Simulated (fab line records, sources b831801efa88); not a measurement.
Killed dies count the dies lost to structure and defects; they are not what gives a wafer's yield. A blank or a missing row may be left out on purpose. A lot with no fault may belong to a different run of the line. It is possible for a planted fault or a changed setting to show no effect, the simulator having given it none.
Which tool was responsible? / flow sky130 / Sampling: 13 lots, 39 wafers, 5 of 708 route steps

## WHAT THE GAUGES SHOWED, per wafer
SKY_SONOS_TUNNEL_OVL_MEAS_08. Usual: SONOS_TUNNEL_OVL gives 0.3 nm (standard deviation 1.5).
lot=L738; measured=day 11 20:09; on=overlay-01; SONOS_TUNNEL_OVL (nm)=0.1 1.6 -0.5; flag=
lot=L740; measured=day 12 11:05; on=overlay-02; SONOS_TUNNEL_OVL (nm)=-0.6 0.0 0.2; flag=
lot=L741; measured=day 12 17:29; on=overlay-02; SONOS_TUNNEL_OVL (nm)=2.4 -0.6 0.4; flag=
lot=L742; measured=day 13 03:05; on=overlay-02; SONOS_TUNNEL_OVL (nm)=-0.2 -0.9 0.0; flag=
lot=L743; measured=day 13 12:12; on=overlay-01; SONOS_TUNNEL_OVL (nm)=0.8 0.5 1.5; flag=
lot=L744; measured=day 13 21:59; on=overlay-02; SONOS_TUNNEL_OVL (nm)=-1.7 -0.2 -1.7; flag=
lot=L745; measured=day 13 22:17; on=overlay-01; SONOS_TUNNEL_OVL (nm)=0.9 0.7 2.0; flag=
lot=L754; measured=day 17 01:41; on=overlay-01; SONOS_TUNNEL_OVL (nm)=0.4 -0.5 -1.7; flag=
lot=L755; measured=day 17 13:16; on=overlay-01; SONOS_TUNNEL_OVL (nm)=-0.6 -2.0 0.1; flag=
lot=L756; measured=day 17 16:56; on=overlay-02; SONOS_TUNNEL_OVL (nm)=0.2 0.1 0.0; flag=
lot=L757; measured=day 17 22:10; on=overlay-01; SONOS_TUNNEL_OVL (nm)=0.9 0.8 0.5; flag=
lot=L759; measured=day 18 11:20; on=overlay-02; SONOS_TUNNEL_OVL (nm)=0.0 -1.4 0.3; flag=
lot=L760; measured=day 18 22:55; on=overlay-02; SONOS_TUNNEL_OVL (nm)=-0.1 3.1 1.5; flag=

SKY_LDD_LDN_TW_MEAS_13. Usual: LDD_LDN_TW gives 1485 (standard deviation 12).
lot=L738; measured=day 24 05:22; on=film metro-01; LDD_LDN_TW=1477 1474 1469; flag=
lot=L740; measured=day 24 14:53; on=film metro-02; LDD_LDN_TW=1486 1493 1490; flag=
lot=L741; measured=day 24 12:17; on=film metro-01; LDD_LDN_TW=1470 1473 1470; flag=
lot=L742; measured=day 24 19:59; on=film metro-01; LDD_LDN_TW=1473 1471 1473; flag=
lot=L743; measured=day 25 14:53; on=film metro-04; LDD_LDN_TW=1510 1512 1510; flag=
lot=L744; measured=day 25 22:47; on=film metro-02; LDD_LDN_TW=1390 1393 1389; flag=OFF
lot=L745; measured=day 26 00:04; on=film metro-02; LDD_LDN_TW=1378 1395 1389; flag=OFF
lot=L754; measured=day 29 00:13; on=film metro-02; LDD_LDN_TW=1488 1485 1491; flag=
lot=L755; measured=day 29 09:26; on=film metro-01; LDD_LDN_TW=1472 1484 1480; flag=
lot=L756; measured=day 29 15:24; on=film metro-01; LDD_LDN_TW=1476 1481 1480; flag=
lot=L757; measured=day 29 17:46; on=film metro-04; LDD_LDN_TW=1493 1505 1497; flag=
lot=L759; measured=day 30 06:55; on=film metro-02; LDD_LDN_TW=1485 1495 1496; flag=
lot=L760; measured=day 30 20:08; on=film metro-04; LDD_LDN_TW=1501 1496 1491; flag=

SKY_SPACER_THK_MEAS_01. Usual: SPACER_CVD_00_THK gives 43.4 nm (standard deviation 0.42).
lot=L738; measured=day 24 07:07; on=film metro-01; SPACER_CVD_00_THK (nm)=43.1 43.2 43.5; flag=
lot=L740; measured=day 24 16:11; on=film metro-03; SPACER_CVD_00_THK (nm)=43.3 43.4 43.7; flag=
lot=L741; measured=day 24 14:58; on=film metro-03; SPACER_CVD_00_THK (nm)=43.2 43.2 43.5; flag=
lot=L742; measured=day 24 21:48; on=film metro-04; SPACER_CVD_00_THK (nm)=44.5 44.3 44.8; flag=
lot=L743; measured=day 25 16:15; on=film metro-04; SPACER_CVD_00_THK (nm)=43.5 43.4 43.5; flag=
lot=L744; measured=day 26 00:06; on=film metro-03; SPACER_CVD_00_THK (nm)=43.1 43.1 43.6; flag=
lot=L745; measured=day 26 02:21; on=film metro-01; SPACER_CVD_00_THK (nm)=43.3 43.6 43.6; flag=
lot=L754; measured=day 29 01:32; on=film metro-01; SPACER_CVD_00_THK (nm)=43.4 43.4 43.6; flag=
lot=L755; measured=day 29 11:11; on=film metro-01; SPACER_CVD_00_THK (nm)=42.6 43.0 43.1; flag=
lot=L756; measured=day 29 17:08; on=film metro-04; SPACER_CVD_00_THK (nm)=43.2 42.8 42.9; flag=
lot=L757; measured=day 29 19:05; on=film metro-04; SPACER_CVD_00_THK (nm)=43.1 43.0 43.3; flag=
lot=L759; measured=day 30 08:14; on=film metro-04; SPACER_CVD_00_THK (nm)=43.1 42.6 42.9; flag=
lot=L760; measured=day 30 22:01; on=film metro-04; SPACER_CVD_00_THK (nm)=42.9 43.2 42.7; flag=

SKY_SD_N_OVL_MEAS_08. Usual: SD_N_OVL gives -0.3 nm (standard deviation 1.5).
lot=L738; measured=day 29 03:26; on=overlay-02; SD_N_OVL (nm)=0.4 0.8 0.0; flag=
lot=L740; measured=day 29 11:47; on=overlay-02; SD_N_OVL (nm)=-1.7 -1.0 -1.7; flag=
lot=L741; measured=day 29 11:04; on=overlay-01; SD_N_OVL (nm)=1.1 2.5 -1.2; flag=
lot=L742; measured=day 29 16:20; on=overlay-01; SD_N_OVL (nm)=0.1 -0.2 -1.8; flag=
lot=L743; measured=day 30 10:31; on=overlay-02; SD_N_OVL (nm)=0.5 0.4 1.3; flag=
lot=L744; measured=day 30 18:37; on=overlay-01; SD_N_OVL (nm)=1.9 1.3 2.4; flag=
lot=L745; measured=day 30 20:53; on=overlay-01; SD_N_OVL (nm)=-1.7 -3.7 -2.1; flag=
lot=L754; measured=day 33 14:35; on=overlay-02; SD_N_OVL (nm)=-1.7 -2.0 -1.0; flag=
lot=L755; measured=day 33 23:10; on=overlay-01; SD_N_OVL (nm)=-0.1 1.2 -0.9; flag=
lot=L756; measured=day 34 06:58; on=overlay-01; SD_N_OVL (nm)=1.5 0.1 -0.3; flag=
lot=L757; measured=day 34 08:08; on=overlay-02; SD_N_OVL (nm)=0.0 -1.3 -2.3; flag=
lot=L759; measured=day 34 20:15; on=overlay-02; SD_N_OVL (nm)=-1.8 -1.8 -0.9; flag=
lot=L760; measured=day 35 09:11; on=overlay-02; SD_N_OVL (nm)=-3.2 -1.8 -2.1; flag=

## WHICH TOOL RAN EACH LOT (tool, then ch and the chambers of the sampled wafers, then the start)
lot=L738; SKY_LDD_LDN_IMPLANT_08=implanter-01 ch 0, day 24 04:42
lot=L740; SKY_LDD_LDN_IMPLANT_08=implanter-01 ch 0, day 24 14:11
lot=L741; SKY_LDD_LDN_IMPLANT_08=implanter-02 ch 0, day 24 11:37
lot=L742; SKY_LDD_LDN_IMPLANT_08=implanter-04 ch 0, day 24 19:17
lot=L743; SKY_LDD_LDN_IMPLANT_08=implanter-02 ch 0, day 25 14:14
lot=L744; SKY_LDD_LDN_IMPLANT_08=implanter-02 ch 0, day 25 22:05
lot=L745; SKY_LDD_LDN_IMPLANT_08=implanter-02 ch 0, day 25 23:23
lot=L754; SKY_LDD_LDN_IMPLANT_08=implanter-04 ch 0, day 28 23:31
lot=L755; SKY_LDD_LDN_IMPLANT_08=implanter-01 ch 0, day 29 08:47
lot=L756; SKY_LDD_LDN_IMPLANT_08=implanter-02 ch 0, day 29 14:42
lot=L757; SKY_LDD_LDN_IMPLANT_08=implanter-02 ch 0, day 29 17:04
lot=L759; SKY_LDD_LDN_IMPLANT_08=implanter-02 ch 0, day 30 06:15
lot=L760; SKY_LDD_LDN_IMPLANT_08=implanter-02 ch 0, day 30 19:26
- SKY_LDD_LDN_IMPLANT_08

## AS READ BY THE TOOLS THEMSELVES (means over the sampled wafers that have a number; for cases with no such wafer, the mark the record gives instead)
SKY_LDD_LDN_IMPLANT_08. Usual: dose ions cm2 1.2498e+13, standard deviation 1.4e+10; faraday current uA 70.5, standard deviation 1.5.
lot=L738; tool=implanter-01; dose ions cm2=1.2484e+13; faraday current uA=69.6; flag=
lot=L740; tool=implanter-01; dose ions cm2=1.2488e+13; faraday current uA=69.2; flag=
lot=L741; tool=implanter-02; dose ions cm2=1.2512e+13; faraday current uA=70.1; flag=
lot=L742; tool=implanter-04; dose ions cm2=1.2490e+13; faraday current uA=71.7; flag=
lot=L743; tool=implanter-02; dose ions cm2=1.2517e+13; faraday current uA=71.9; flag=
lot=L744; tool=implanter-02; dose ions cm2=2.4723e+12; faraday current uA=14.0; flag=OFF
lot=L745; tool=implanter-02; dose ions cm2=2.4773e+12; faraday current uA=14.0; flag=OFF
lot=L754; tool=implanter-04; dose ions cm2=1.2496e+13; faraday current uA=70.6; flag=
lot=L755; tool=implanter-01; dose ions cm2=1.2495e+13; faraday current uA=70.1; flag=
lot=L756; tool=implanter-02; dose ions cm2=1.2517e+13; faraday current uA=71.8; flag=
lot=L757; tool=implanter-02; dose ions cm2=1.2519e+13; faraday current uA=71.2; flag=
lot=L759; tool=implanter-02; dose ions cm2=1.2512e+13; faraday current uA=71.2; flag=
lot=L760; tool=implanter-02; dose ions cm2=1.2476e+13; faraday current uA=70.6; flag=

## THE ANSWER, worked out from the rows above alone
Rule: lot off if the mean of its wafers having a number is beyond 3 standard deviations from the usual mean. Also off: a lot with no number at a reading for which 4 or more lots have one. Any other lot the step has rows for is counted as sound. The gauges are gone through in route order, then the tools' own readings, and for those a lot's mean is taken as printed above. The first step at which some lot is off is used, and at that step the reading that is off furthest; a lot without a number counts as furthest.
Off: at SKY_LDD_LDN_TW_MEAS_13 (LDD_LDN_TW), L744, L745.
If a tool, at a process step before that reading, ran all the lots that are off and no sound lot after the first of them, it fits. The gauges at SKY_LDD_LDN_TW_MEAS_13 aren't tried: what is off there is off at SKY_LDD_LDN_IMPLANT_08 too, on other tools, and a gauge's error can't cause that. No candidate that was tried fits.

## WHAT THE SIMULATOR HAD PUT IN
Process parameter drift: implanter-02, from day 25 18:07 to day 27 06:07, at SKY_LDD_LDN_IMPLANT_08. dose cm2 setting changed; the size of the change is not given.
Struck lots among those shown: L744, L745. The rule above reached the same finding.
